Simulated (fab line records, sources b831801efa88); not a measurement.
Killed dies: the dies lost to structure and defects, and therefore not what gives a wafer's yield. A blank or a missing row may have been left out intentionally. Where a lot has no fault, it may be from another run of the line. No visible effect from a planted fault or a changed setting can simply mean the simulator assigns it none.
fab line records    flow sky130    part 1 of 2: steps 1 to 29 of 39
record lots=5  wafers=15  lastDay=49
route steps=708 shown METAL2@492 VIA2@507
lots that met no fault: taken from a fault-free run of the same line
startH: the number of hours between the record's first day and the start of the first shown wafer of the lot    waitH: hours from the lot's prior step to this one    " unchanged from the row above    L1.1+2: a row that stands for several wafers    - no value, or no start was given    * or withheld: withheld    < > ~ a bound
route shown NAME@n: NAME is a module with steps in the file, n the number in the route of the first one    usual: the fault-free wafers' mean and standard deviation    same: alike in all rows    chamber/n: place in a boat    sites: per-site readings    _std_site: their standard deviation    _edge_site: the outer-site mean with the inner-site mean subtracted    radiusMm: how far each site lies from the wafer's centre    mask NAME#n: copy n    behind: the most recent tool/chamber to have shaped the wafer    hold: what put the lot on hold/how long, in hours/how the hold closed    device: transistor that didn't switch, given as n, p or np    end of line: the tests these same wafers got at the end of their route    step lacking rows: just its recipe    killed: not the wafer's yield, but the dies lost to structure and defects at the first sort    map: a wafer's dies, x killed, . not, _ none there
set.NAME: the setting as run; set.NAME@STEP: as run at that earlier step    model.NAME: the simulator's own value behind a step, which no gauge read
lots seen at some steps along the route; tables by step, rows by wafer
services: from which hour (startH, from the record's first day; less than 0 if before it) a tool's chamber was out of use, for how many hours, and why
## steps
# step SKY_METAL2_COAT_09
# recipe resist=BARC  tempC=withheld  timeS=withheld  spinRpm=3000  resistThkNm=60
lot.wafer   tool           chamber  startH  waitH
L077.1+3+4  lithoTrack-02  0        839.75  0.1
L083.1+2+3  lithoTrack-02  0        876.55  0.1
L084.1+4+6  lithoTrack-04  0        906.88  0.1
L087.1+2+6  lithoTrack-01  0        914.06  0.1
L091.3+5+6  lithoTrack-04  0        936.03  0.1
# step SKY_METAL2_COAT_10
# recipe resist=KrF-thick  spinRpm=3000  resistThkNm=450
lot.wafer   tool           chamber  startH  waitH
L077.1+3+4  lithoTrack-02  0        -       -
L083.1+2+3  lithoTrack-02  0        -       -
L084.1+4+6  lithoTrack-04  0        -       -
L087.1+2+6  lithoTrack-01  0        -       -
L091.3+5+6  lithoTrack-04  0        -       -
# step SKY_METAL2_SOFTBAKE_11
# recipe tempC=100  timeS=90  resist=KrF-thick
lot.wafer   tool           chamber  startH  waitH
L077.1+3+4  lithoTrack-02  0        -       -
L083.1+2+3  lithoTrack-02  0        -       -
L084.1+4+6  lithoTrack-04  0        -       -
L087.1+2+6  lithoTrack-01  0        -       -
L091.3+5+6  lithoTrack-04  0        -       -
# step SKY_METAL2_EXPOSE_12
# recipe maskId=MM2  na=0.8  sourceShape=annular  sigmaInner=0.55  sigmaOuter=0.85  targetCdNm=140  doseMj=28
# usual exposureDoseMJCm2=28.32/0.19  stageVelMmS=499.93/0.22
# same na=0.8
lot.wafer  tool           chamber  startH  waitH  mask   exposureDoseMJCm2  stageVelMmS
L077.1     krfScanner-01  0        -       -      MM2#0  28.49              500.31
L077.3     "              0        "       "      MM2#0  28.49              499.97
L077.4     "              0        "       "      MM2#0  28.50              500.26
L083.1     krfScanner-01  0        -       -      MM2#0  28.47              499.60
L083.2     "              0        "       "      MM2#0  28.45              499.85
L083.3     "              0        "       "      MM2#0  28.48              499.58
L084.1     krfScanner-02  0        -       -      MM2#0  28.07              499.82
L084.4     "              0        "       "      MM2#0  28.08              499.80
L084.6     "              0        "       "      MM2#0  28.09              500.02
L087.1     krfScanner-01  0        -       -      MM2#0  28.39              499.87
L087.2     "              0        "       "      MM2#0  28.44              499.90
L087.6     "              0        "       "      MM2#0  28.45              499.81
L091.3     krfScanner-01  0        -       -      MM2#0  28.47              500.05
L091.5     "              0        "       "      MM2#0  28.48              499.77
L091.6     "              0        "       "      MM2#0  28.47              499.61
# step SKY_METAL2_PEB_13
# recipe pebTempC=withheld  pebTimeS=withheld  resist=KrF-thick
lot.wafer   tool           chamber  startH  waitH
L077.1+3+4  lithoTrack-02  0        -       -
L083.1+2+3  lithoTrack-02  0        -       -
L084.1+4+6  lithoTrack-04  0        -       -
L087.1+2+6  lithoTrack-02  0        -       -
L091.3+5+6  lithoTrack-01  0        -       -
# step SKY_METAL2_DEVELOP_14
# recipe developTimeS=60  resist=KrF-thick  devTempC=21
# same developTimeS=60
lot.wafer   tool           chamber  startH  waitH
L077.1+3+4  lithoTrack-02  0        -       -
L083.1+2+3  lithoTrack-02  0        -       -
L084.1+4+6  lithoTrack-04  0        -       -
L087.1+2+6  lithoTrack-02  0        -       -
L091.3+5+6  lithoTrack-01  0        -       -
# step SKY_METAL2_CD_MEAS_15
# recipe targetCdNm=140
# usual cdNm=140.0/1.4
lot.wafer  tool      chamber  startH  waitH  cdNm
L077.1     cdSem-02  -        853.60  -      139.8
L077.3     "         -        "       "      139.6
L077.4     "         -        "       "      139.4
L083.1     cdSem-01  -        889.18  -      140.2
L083.2     "         -        "       "      142.1
L083.3     "         -        "       "      140.4
L084.1     cdSem-02  -        919.08  -      140.6
L084.4     "         -        "       "      139.5
L084.6     "         -        "       "      140.8
L087.1     cdSem-01  -        926.10  -      139.0
L087.2     "         -        "       "      139.7
L087.6     "         -        "       "      138.4
L091.3     cdSem-01  -        948.70  -      139.5
L091.5     "         -        "       "      139.7
L091.6     "         -        "       "      140.5
# step SKY_METAL2_OVL_MEAS_16
# usual METAL2_OVL=0/5.1
lot.wafer  tool        chamber  startH  waitH  METAL2_OVL[nm]
L077.1     overlay-02  -        853.72  0.1    1
L077.3     "           -        "       "      -2
L077.4     "           -        "       "      0
L083.1     overlay-02  -        889.30  0.1    -6
L083.2     "           -        "       "      -2
L083.3     "           -        "       "      -1
L084.1     overlay-01  -        919.20  0.1    6
L084.4     "           -        "       "      5
L084.6     "           -        "       "      4
L087.1     overlay-01  -        926.22  0.1    -5
L087.2     "           -        "       "      -4
L087.6     "           -        "       "      -3
L091.3     overlay-02  -        948.79  0.1    -1
L091.5     "           -        "       "      -6
L091.6     "           -        "       "      -1
# step SKY_METAL2_DESCUM_17
# recipe chemistry=O2  sourcePowerW=150  biasPowerW=0  pressureMtorr=10  tempC=40  timeS=8
# usual drypumpMotorCurrentA=5.7/0.54  oesProductAu=0.999/0.016  tempC=39.99/0.1
lot.wafer  tool         chamber  startH  waitH  drypumpMotorCurrentA  oesProductAu  rfHoursCounterH  tempC
L077.1     rieMetal-02  1        853.75  0.0    5.7                   0.983         10               40.14
L077.3     "            1        "       "      5.7                   0.986         -                40.11
L077.4     "            0        "       "      4.8                   0.997         -                39.85
L083.1     rieMetal-02  0        889.34  0.0    4.8                   0.980         17               40.11
L083.2     "            1        "       "      5.7                   0.985         13               40.07
L083.3     "            0        "       "      4.8                   0.993         -                40.08
L084.1     rieMetal-01  1        919.24  0.0    6.6                   1.000         1                39.85
L084.4     "            1        "       "      6.6                   0.997         -                39.93
L084.6     "            1        "       "      6.6                   0.996         -                39.78
L087.1     rieMetal-01  1        926.25  0.0    6.6                   1.000         1                40.03
L087.2     "            0        "       "      5.5                   1.031         6                40.10
L087.6     "            1        "       "      6.6                   0.997         -                39.98
L091.3     rieMetal-02  0        948.83  0.0    4.8                   1.003         -                40.05
L091.5     "            1        "       "      5.7                   0.986         -                39.98
L091.6     "            0        "       "      4.8                   1.004         -                40.07
# step SKY_METAL2_ETCH_18
# recipe chemistry=N2/H2  target=BARC  ionEnergyEv=200  biasW=100  pressureMtorr=30  n2FlowSccm=100  h2FlowSccm=200  icpW=500  stopOn=SiO2  timeS=45.9  targetDepthA=600
# usual drypumpMotorCurrentA=5.7/0.53  oesProductAu=0.854/0.0046  throttleValvePct=13.226/0.0093
lot.wafer  tool         chamber  startH  waitH  drypumpMotorCurrentA  oesProductAu  rfHoursCounterH  throttleValvePct
L077.1     rieMetal-02  1        853.79  0.0    5.8                   0.852         10               13.231
L077.3     "            1        "       "      5.7                   0.856         -                13.222
L077.4     "            0        "       "      4.8                   0.854         -                13.229
L083.1     rieMetal-02  0        889.37  0.0    4.8                   0.849         17               13.217
L083.2     "            1        "       "      5.7                   0.851         13               13.236
L083.3     "            0        "       "      4.8                   0.860         -                13.246
L084.1     rieMetal-01  1        919.27  0.0    6.6                   0.846         1                13.223
L084.4     "            1        "       "      6.6                   0.857         -                13.218
L084.6     "            1        "       "      6.6                   0.848         -                13.242
L087.1     rieMetal-01  1        926.29  0.0    6.6                   0.857         1                13.227
L087.2     "            0        "       "      5.4                   0.855         6                13.218
L087.6     "            1        "       "      6.6                   0.862         -                13.250
L091.3     rieMetal-02  0        948.87  0.0    4.8                   0.856         -                13.216
L091.5     "            1        "       "      5.8                   0.860         -                13.218
L091.6     "            0        "       "      4.9                   0.853         -                13.241
# step SKY_METAL2_METAL_ETCH_19
# recipe targetDepthA=3600  stopOn=SiO2  overEtchFrac=0.3  timeS=78  chemistry=Cl2/BCl3  resistSidewallDeg=88  pressureMtorr=10  icpW=900  biasW=48.5  Cl2_flow_sccm=60  bcl3FlowSccm=30
# usual drypumpMotorCurrentA=5.7/0.53  oesProductAu=0.855/0.0061  throttleValvePct=22.264/0.0092
# same overEtchFrac=0.3
lot.wafer  tool         chamber  startH  waitH  drypumpMotorCurrentA  oesProductAu  rfHoursCounterH  throttleValvePct
L077.1     rieMetal-02  1        853.87  0.1    5.7                   0.853         10               22.277
L077.3     "            1        "       "      5.7                   0.854         -                22.257
L077.4     "            1        "       "      5.7                   0.849         -                22.290
L083.1     rieMetal-02  0        889.43  0.0    4.8                   0.853         17               22.268
L083.2     "            1        "       "      5.7                   0.856         13               22.275
L083.3     "            0        "       "      4.8                   0.866         -                22.269
L084.1     rieMetal-01  1        919.33  0.0    6.6                   0.852         1                22.267
L084.4     "            1        "       "      6.6                   0.855         -                22.262
L084.6     "            1        "       "      6.6                   0.851         -                22.257
L087.1     rieMetal-01  1        926.35  0.0    6.6                   0.864         1                22.283
L087.2     "            0        "       "      5.5                   0.855         6                22.267
L087.6     "            1        "       "      6.6                   0.853         -                22.267
L091.3     rieMetal-02  0        948.94  0.1    4.8                   0.854         -                22.254
L091.5     "            1        "       "      5.7                   0.854         -                22.249
L091.6     "            0        "       "      4.8                   0.847         -                22.256
# step SKY_METAL2_STRIP_20
# recipe chemistry=O2/N2  powerW=1400  pressureMtorr=1500  platenTempC=withheld  o2FlowSccm=3000  n2FlowSccm=300  overashFraction=0.5
# usual drypumpMotorCurrentA=5.8/0.31  oesProductAu=0.344/0.0055  stripTimeToEndpointS=2.70/0.082
lot.wafer  tool            chamber  startH  waitH  drypumpMotorCurrentA  oesProductAu  rfHoursCounterH  stripTimeToEndpointS
L077.1     plasmaAsher-02  0        854.05  0.1    5.8                   0.349         11               2.77
L077.3     "               1        "       "      5.8                   0.352         -                2.78
L077.4     "               0        "       "      5.8                   0.346         -                2.76
L083.1     plasmaAsher-01  1        889.52  0.1    5.4                   0.346         48               2.70
L083.2     "               0        "       "      5.5                   0.336         48               2.78
L083.3     "               0        "       "      5.4                   0.351         -                2.67
L084.1     plasmaAsher-02  0        919.42  0.1    5.8                   0.344         17               2.68
L084.4     "               1        "       "      5.9                   0.329         -                2.67
L084.6     "               1        "       "      5.9                   0.335         -                2.69
L087.1     plasmaAsher-01  0        926.44  0.1    5.4                   0.343         52               2.68
L087.2     "               1        "       "      5.4                   0.343         52               2.60
L087.6     "               0        "       "      5.4                   0.340         -                2.71
L091.3     plasmaAsher-01  0        949.03  0.1    5.5                   0.339         -                2.73
L091.5     "               1        "       "      5.4                   0.346         -                2.78
L091.6     "               0        "       "      5.4                   0.342         -                2.73
# step SKY_METAL2_STRIP_21
# recipe chemistry=postEtchResidueRemover  timeS=1200  tempC=72.5
# usual tempC=72.50/0.1
lot.wafer  tool         chamber  startH  waitH  tempC
L077.1     wetBench-01  0        854.15  0.1    72.64
L077.3     "            0        "       "      72.57
L077.4     "            0        "       "      72.58
L083.1     wetBench-01  0        889.62  0.1    72.44
L083.2     "            0        "       "      72.57
L083.3     "            0        "       "      72.51
L084.1     wetBench-01  3        919.52  0.1    72.57
L084.4     "            3        "       "      72.42
L084.6     "            3        "       "      72.59
L087.1     wetBench-02  1        926.54  0.1    72.56
L087.2     "            1        "       "      72.42
L087.6     "            1        "       "      72.34
L091.3     wetBench-04  2        949.10  0.0    72.49
L091.5     "            2        "       "      72.54
L091.6     "            2        "       "      72.41
# step SKY_METAL2_CLEAN_22
# recipe chemistry=IPA  timeS=180  tempC=25
# usual tempC=25.00/0.096
lot.wafer  tool         chamber  startH  waitH  tempC
L077.1     wetBench-02  3        854.52  0.0    24.93
L077.3     "            3        "       "      24.90
L077.4     "            3        "       "      24.98
L083.1     wetBench-01  1        889.96  0.0    24.82
L083.2     "            1        "       "      25.14
L083.3     "            1        "       "      25.00
L084.1     wetBench-04  1        919.86  0.0    24.97
L084.4     "            1        "       "      25.02
L084.6     "            1        "       "      24.93
L087.1     wetBench-01  1        926.95  0.0    24.96
L087.2     "            1        "       "      24.98
L087.6     "            1        "       "      25.15
L091.3     wetBench-02  2        949.44  0.0    24.92
L091.5     "            2        "       "      24.83
L091.6     "            2        "       "      24.95
# step SKY_METAL2_CLEAN_23
# recipe chemistry=O3/DIW  dry=n2Spin
lot.wafer   tool         chamber  startH  waitH
L077.1+3+4  wetBench-01  1        854.59  0.0
L083.1+2+3  wetBench-01  2        890.02  0.0
L084.1+4+6  wetBench-01  2        919.93  0.0
L087.1+2+6  wetBench-04  0        927.00  0.0
L091.3+5+6  wetBench-04  2        949.50  0.0
# step SKY_VIA2_HDPCVD_00
# recipe material=SiO2  targetThkNm=1180  sigmaOpenFrac=0.3  timeS=196.7  tempC=400  sih4FlowSccm=60  pressureMtorr=6
lot.wafer   tool       chamber  startH  waitH
L077.1+3+4  hdpcvd-01  1,2,1    854.70  0.0
L083.1+2+3  hdpcvd-01  2,1,0    890.11  0.0
L084.1+4+6  hdpcvd-01  0,0,2    920.02  0.0
L087.1+2+6  hdpcvd-01  2,1,0    927.10  0.0
L091.3+5+6  hdpcvd-02  2,2,0    949.59  0.0
# step SKY_VIA2_THK_MEAS_01
# recipe reads=SiO2_of_VIA2_HDPCVD_00
# usual VIA2_HDPCVD_THK=1176/12
lot.wafer  tool          chamber  startH  waitH  VIA2_HDPCVD_THK[nm]
L077.1     filmMetro-04  -        854.83  0.1    1189
L077.3     "             -        "       "      1188
L077.4     "             -        "       "      1180
L083.1     filmMetro-04  -        890.24  0.1    1180
L083.2     "             -        "       "      1186
L083.3     "             -        "       "      1184
L084.1     filmMetro-01  -        920.14  0.1    1170
L084.4     "             -        "       "      1181
L084.6     "             -        "       "      1189
L087.1     filmMetro-04  -        927.23  0.1    1189
L087.2     "             -        "       "      1183
L087.6     "             -        "       "      1166
L091.3     filmMetro-04  -        949.74  0.1    1162
L091.5     "             -        "       "      1186
L091.6     "             -        "       "      1168
# step SKY_VIA2_CMP_02
# recipe material=SiO2  downForcePsi=4  platenRpm=60  padVelocityMS=0.94248
# usual headPressurePsi=4.001/0.0098  motorCurrentA=11.9/1.1
lot.wafer  tool    chamber  startH  waitH  headPressurePsi  motorCurrentA
L077.4     cmp-02  1        854.89  0.0    4.005            13.8
L077.1     "       2        "       "      3.999            10.1
L077.3     "       3        "       "      3.999            11.0
L083.3     cmp-01  3        890.30  0.0    3.998            12.4
L083.2     "       0        "       "      4.006            11.8
L083.1     "       2        "       "      3.985            11.6
L084.4     cmp-01  2        920.25  0.1    4.015            11.5
L084.1     "       0        "       "      3.984            12.3
L084.6     "       2        "       "      4.018            11.0
L087.1     cmp-01  0        927.29  0.1    3.989            12.1
L087.2     "       2        "       "      3.978            11.9
L087.6     "       0        "       "      4.003            12.1
L091.3     cmp-02  1        949.88  0.1    3.998            14.1
L091.6     "       3        "       "      3.997            11.4
L091.5     "       0        "       "      3.986            12.7
# step SKY_VIA2_BOW_MEAS_03
# recipe mode=bow
# usual VIA2_BOW=84/7.1
lot.wafer  tool          chamber  startH  waitH  VIA2_BOW[um]
L077.1     filmMetro-01  -        855.19  0.2    79
L077.3     "             -        "       "      85
L077.4     "             -        "       "      77
L083.1     filmMetro-04  -        890.60  0.1    88
L083.2     "             -        "       "      92
L083.3     "             -        "       "      78
L084.1     filmMetro-04  -        920.50  0.1    77
L084.4     "             -        "       "      72
L084.6     "             -        "       "      87
L087.1     filmMetro-01  -        927.59  0.2    85
L087.2     "             -        "       "      79
L087.6     "             -        "       "      78
L091.3     filmMetro-04  -        950.12  0.2    92
L091.5     "             -        "       "      93
L091.6     "             -        "       "      88
# step SKY_VIA2_DEHYDRATE_04
# recipe tempC=200  timeS=60
lot.wafer   tool           chamber  startH  waitH
L077.1+3+4  lithoTrack-02  0        867.15  11.9
L083.1+2+3  lithoTrack-02  0        902.95  12.3
L084.1+4+6  lithoTrack-02  0        932.55  12.0
L087.1+2+6  lithoTrack-02  0        939.40  11.8
L091.3+5+6  lithoTrack-02  0        961.80  11.7
# step SKY_VIA2_HMDS_05
# recipe primeTimeS=60  primeTempC=120
lot.wafer   tool           chamber  startH  waitH
L077.1+3+4  lithoTrack-02  0        867.30  0.1
L083.1+2+3  lithoTrack-02  0        903.10  0.1
L084.1+4+6  lithoTrack-02  0        932.70  0.1
L087.1+2+6  lithoTrack-02  0        939.55  0.1
L091.3+5+6  lithoTrack-02  0        961.95  0.1
# step SKY_VIA2_COAT_06
# recipe resist=BARC  tempC=withheld  timeS=withheld  spinRpm=3000  resistThkNm=60
lot.wafer   tool           chamber  startH  waitH
L077.1+3+4  lithoTrack-02  0        867.45  0.1
L083.1+2+3  lithoTrack-02  0        903.25  0.1
L084.1+4+6  lithoTrack-02  0        932.85  0.1
L087.1+2+6  lithoTrack-02  0        939.70  0.1
L091.3+5+6  lithoTrack-02  0        962.10  0.1
# step SKY_VIA2_COAT_07
# recipe resist=KrF-thick  spinRpm=3000  resistThkNm=450
lot.wafer   tool           chamber  startH  waitH
L077.1+3+4  lithoTrack-02  0        -       -
L083.1+2+3  lithoTrack-02  0        -       -
L084.1+4+6  lithoTrack-02  0        -       -
L087.1+2+6  lithoTrack-02  0        -       -
L091.3+5+6  lithoTrack-02  0        -       -
# step SKY_VIA2_SOFTBAKE_08
# recipe tempC=100  timeS=90  resist=KrF-thick
lot.wafer   tool           chamber  startH  waitH
L077.1+3+4  lithoTrack-02  0        -       -
L083.1+2+3  lithoTrack-02  0        -       -
L084.1+4+6  lithoTrack-02  0        -       -
L087.1+2+6  lithoTrack-02  0        -       -
L091.3+5+6  lithoTrack-02  0        -       -
# step SKY_VIA2_EXPOSE_09
# recipe maskId=VIM2  na=0.8  sourceShape=annular  sigmaInner=0.55  sigmaOuter=0.85  targetCdNm=200  doseMj=38
# usual exposureDoseMJCm2=38.34/0.27  stageVelMmS=500.03/0.23
# same na=0.8
lot.wafer  tool           chamber  startH  waitH  mask    exposureDoseMJCm2  stageVelMmS
L077.1     krfScanner-02  0        -       -      VIM2#0  38.07              499.75
L077.3     "              0        "       "      VIM2#0  38.09              500.00
L077.4     "              0        "       "      VIM2#0  38.16              500.24
L083.1     krfScanner-02  0        -       -      VIM2#0  38.11              500.47
L083.2     "              0        "       "      VIM2#0  38.11              499.98
L083.3     "              0        "       "      VIM2#0  38.14              500.42
L084.1     krfScanner-01  0        -       -      VIM2#0  38.64              499.68
L084.4     "              0        "       "      VIM2#0  38.61              500.25
L084.6     "              0        "       "      VIM2#0  38.61              499.79
L087.1     krfScanner-01  0        -       -      VIM2#0  38.59              500.27
L087.2     "              0        "       "      VIM2#0  38.60              500.02
L087.6     "              0        "       "      VIM2#0  38.59              499.87
L091.3     krfScanner-01  0        -       -      VIM2#0  38.63              499.74
L091.5     "              0        "       "      VIM2#0  38.62              499.53
L091.6     "              0        "       "      VIM2#0  38.58              499.96
# step SKY_VIA2_PEB_10
# recipe pebTempC=withheld  pebTimeS=withheld  resist=KrF-thick
lot.wafer   tool           chamber  startH  waitH
L077.1+3+4  lithoTrack-03  0        -       -
L083.1+2+3  lithoTrack-03  0        -       -
L084.1+4+6  lithoTrack-02  0        -       -
L087.1+2+6  lithoTrack-03  0        -       -
L091.3+5+6  lithoTrack-03  0        -       -
# step SKY_VIA2_DEVELOP_11
# recipe developTimeS=60  resist=KrF-thick  devTempC=21
# same developTimeS=60
lot.wafer   tool           chamber  startH  waitH
L077.1+3+4  lithoTrack-03  0        -       -
L083.1+2+3  lithoTrack-03  0        -       -
L084.1+4+6  lithoTrack-02  0        -       -
L087.1+2+6  lithoTrack-03  0        -       -
L091.3+5+6  lithoTrack-03  0        -       -
# step SKY_VIA2_CD_MEAS_12
# recipe targetCdNm=200
# usual cdNm=199.6/1.2
lot.wafer  tool      chamber  startH  waitH  cdNm
L077.1     cdSem-01  -        881.13  -      197.4
L077.3     "         -        "       "      197.5
L077.4     "         -        "       "      198.8
L083.1     cdSem-02  -        915.73  -      201.2
L083.2     "         -        "       "      200.8
L083.3     "         -        "       "      200.1
L084.1     cdSem-01  -        945.00  -      199.0
L084.4     "         -        "       "      199.2
L084.6     "         -        "       "      199.9
L087.1     cdSem-01  -        951.93  -      199.7
L087.2     "         -        "       "      199.4
L087.6     "         -        "       "      199.1
L091.3     cdSem-02  -        973.52  -      198.2
L091.5     "         -        "       "      198.9
L091.6     "         -        "       "      198.3
# step SKY_VIA2_OVL_MEAS_13
# usual VIA2_OVL=3/4.9
lot.wafer  tool        chamber  startH  waitH  VIA2_OVL[nm]
L077.1     overlay-01  -        881.25  0.1    8
L077.3     "           -        "       "      3
L077.4     "           -        "       "      6
L083.1     overlay-01  -        915.85  0.1    -4
L083.2     "           -        "       "      -1
L083.3     "           -        "       "      5
L084.1     overlay-02  -        945.12  0.1    6
L084.4     "           -        "       "      16
L084.6     "           -        "       "      5
L087.1     overlay-02  -        952.05  0.1    7
L087.2     "           -        "       "      5
L087.6     "           -        "       "      10
L091.3     overlay-02  -        973.61  0.1    3
L091.5     "           -        "       "      -2
L091.6     "           -        "       "      0
